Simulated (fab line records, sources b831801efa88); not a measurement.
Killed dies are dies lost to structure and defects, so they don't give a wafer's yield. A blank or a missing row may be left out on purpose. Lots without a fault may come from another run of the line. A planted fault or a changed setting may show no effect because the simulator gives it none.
Tool commonality check | flow gf180mcu | 11 lots, 39 wafers sampled

WHY IT WAS OPENED
At GF_V5_CD_MEAS_14 the reading cd_nm is flagged on 2 of 11 lots. Wafers without a fault read 260.2 nm, standard deviation 1.2.
Rule: a lot is flagged when every wafer of it that has a number lies more than 4 standard deviations from that mean, or none has a number. The other lots count as sound.

lot  | measured     | on        | cd_nm (nm), wafer by wafer          | flag
L696 | day 27 06:01 | cd_sem-01 | 259.7 260.2 260.3                   |
L698 | day 27 21:04 | cd_sem-01 | 258.7 258.7 258.9                   |
L703 | day 29 14:47 | cd_sem-02 | 258.9 260.0 258.4                   |
L706 | day 30 09:50 | cd_sem-02 | 261.3 260.2 260.9                   |
L707 | day 30 16:34 | cd_sem-02 | 265.8 265.1 265.5 265.3 265.1 265.5 | FLAGGED
L710 | day 31 09:39 | cd_sem-01 | 262.3 261.7 262.5                   |
L713 | day 32 03:41 | cd_sem-02 | 266.3 266.3 265.5 266.3 266.5 265.9 | FLAGGED
L714 | day 32 08:14 | cd_sem-02 | 261.1 261.7 261.2                   |
L715 | day 32 20:24 | cd_sem-01 | 261.6 260.7 260.8                   |
L717 | day 33 03:40 | cd_sem-01 | 259.7 259.1 257.6                   |
L719 | day 33 14:55 | cd_sem-02 | 258.3 259.6 258.5                   |
The numbers of the flagged lots are 265.8 nm on average: +5.6 nm against the usual, or +5 standard deviations.

WHICH TOOL RAN EACH LOT
The record holds 3 process steps before the reading, out of a route of 602 steps. In each cell: the tool, then ch and the chambers that the sampled wafers went through, then the start.
lot  | flag    | GF_M5_ETCH_09                      | GF_M5_METAL_ETCH_10               | GF_V5_PEB_12
L696 |         | rie_diel-04 ch 0,3, day 26 08:12   | rie_metal-02 ch 0,1, day 26 08:13 | litho_track-01 ch 0, day 27 05:41
L698 |         | rie_diel-03 ch 0,1,3, day 26 23:24 | rie_metal-02 ch 0,1, day 26 23:28 | litho_track-01 ch 0, day 27 20:45
L703 |         | rie_diel-03 ch 2,3, day 28 17:34   | rie_metal-04 ch 0,1, day 28 17:38 | litho_track-03 ch 0, day 29 14:28
L706 |         | rie_diel-02 ch 0,2, day 29 14:03   | rie_metal-01 ch 0,1, day 29 14:04 | litho_track-02 ch 0, day 30 09:29
L707 | FLAGGED | rie_diel-02 ch 0,1,3, day 29 20:24 | rie_metal-01 ch 0,1, day 29 20:26 | litho_track-01 ch 0, day 30 16:14
L710 |         | rie_diel-02 ch 1,3, day 30 15:11   | rie_metal-01 ch 0,1, day 30 15:12 | litho_track-03 ch 0, day 31 09:18
L713 | FLAGGED | rie_diel-02 ch 0,1,2, day 31 09:17 | rie_metal-01 ch 0,1, day 31 09:20 | litho_track-01 ch 0, day 32 03:22
L714 |         | rie_diel-02 ch 0,1, day 31 13:54   | rie_metal-01 ch 1, day 31 13:56   | litho_track-02 ch 0, day 32 07:53
L715 |         | rie_diel-02 ch 2,3, day 32 02:44   | rie_metal-02 ch 0,1, day 32 02:45 | litho_track-03 ch 0, day 32 20:03
L717 |         | rie_diel-03 ch 0,2,3, day 32 10:02 | rie_metal-01 ch 0,1, day 32 10:03 | litho_track-02 ch 0, day 33 03:19
L719 |         | rie_diel-04 ch 0,2,3, day 32 22:06 | rie_metal-02 ch 0,1, day 32 22:08 | litho_track-02 ch 0, day 33 14:34
What these steps do:
- GF_M5_ETCH_09: etches Si3N4 in CF4/O2, target depth 52 nm, time 11.6 s.
- GF_M5_METAL_ETCH_10: etches the open film in Cl2/BCl3, stops on SiO2, target depth 750.8 nm, time 125.1 s.
- GF_V5_PEB_12: peb time 90 s.
- GF_V5_CD_MEAS_14: target cd 260 nm.

FLAGGED OVER TOTAL, TOOL BY TOOL (the gauges that took the reading come last)
step                | tool           | lots run | flagged | share of the flagged lots | sound lots run after its first flagged lot
GF_M5_ETCH_09       | rie_diel-02    | 6        | 2       | all                       | 3 (L710,L714,L715)
GF_M5_ETCH_09       | rie_diel-03    | 3        | 0       | none                      | -
GF_M5_ETCH_09       | rie_diel-04    | 2        | 0       | none                      | -
GF_M5_METAL_ETCH_10 | rie_metal-01   | 6        | 2       | all                       | 3 (L710,L714,L717)
GF_M5_METAL_ETCH_10 | rie_metal-02   | 4        | 0       | none                      | -
GF_M5_METAL_ETCH_10 | rie_metal-04   | 1        | 0       | none                      | -
GF_V5_PEB_12        | litho_track-01 | 4        | 2       | all                       | 0
GF_V5_PEB_12        | litho_track-02 | 4        | 0       | none                      | -
GF_V5_PEB_12        | litho_track-03 | 3        | 0       | none                      | -
GF_V5_CD_MEAS_14    | cd_sem-01      | 5        | 0       | none                      | -
GF_V5_CD_MEAS_14    | cd_sem-02      | 6        | 2       | all                       | 2 (L714,L719)

WHAT THE TABLE ALLOWS
4 rows of the table ran every flagged lot: rie_diel-02 at GF_M5_ETCH_09, rie_metal-01 at GF_M5_METAL_ETCH_10, litho_track-01 at GF_V5_PEB_12, cd_sem-02 at GF_V5_CD_MEAS_14.
- rie_diel-02 at GF_M5_ETCH_09: 2 of its 6 lots flagged. Sound lots ran on it after the first flagged one (L710, L714, L715), which a lasting fault on the whole tool wouldn't allow.
- rie_metal-01 at GF_M5_METAL_ETCH_10: 2 of its 6 lots flagged. Sound lots ran on it after the first flagged one (L710, L714, L717), which a lasting fault on the whole tool wouldn't allow.
- litho_track-01 at GF_V5_PEB_12: 2 of its 4 lots flagged. Its last sound lot is L698 (day 27 20:45), its first flagged lot L707 (day 30 16:14): a fault that began between those two fits. Its own readings lie more than 4 standard deviations out on every wafer of the flagged lots: heater_power_total_W, plate_temp_C.
- cd_sem-02 at GF_V5_CD_MEAS_14: 2 of its 6 lots flagged. Sound lots ran on it after the first flagged one (L714, L719), which a lasting fault on the whole tool wouldn't allow.
One tool is left: litho_track-01 at GF_V5_PEB_12.

WHAT THE SIMULATOR HAD PUT IN
Process parameter drift: litho_track-01, from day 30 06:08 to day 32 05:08, at GF_V5_PEB_12. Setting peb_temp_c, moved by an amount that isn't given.
Lots struck among those shown: L707, L713. The rule above found the same.
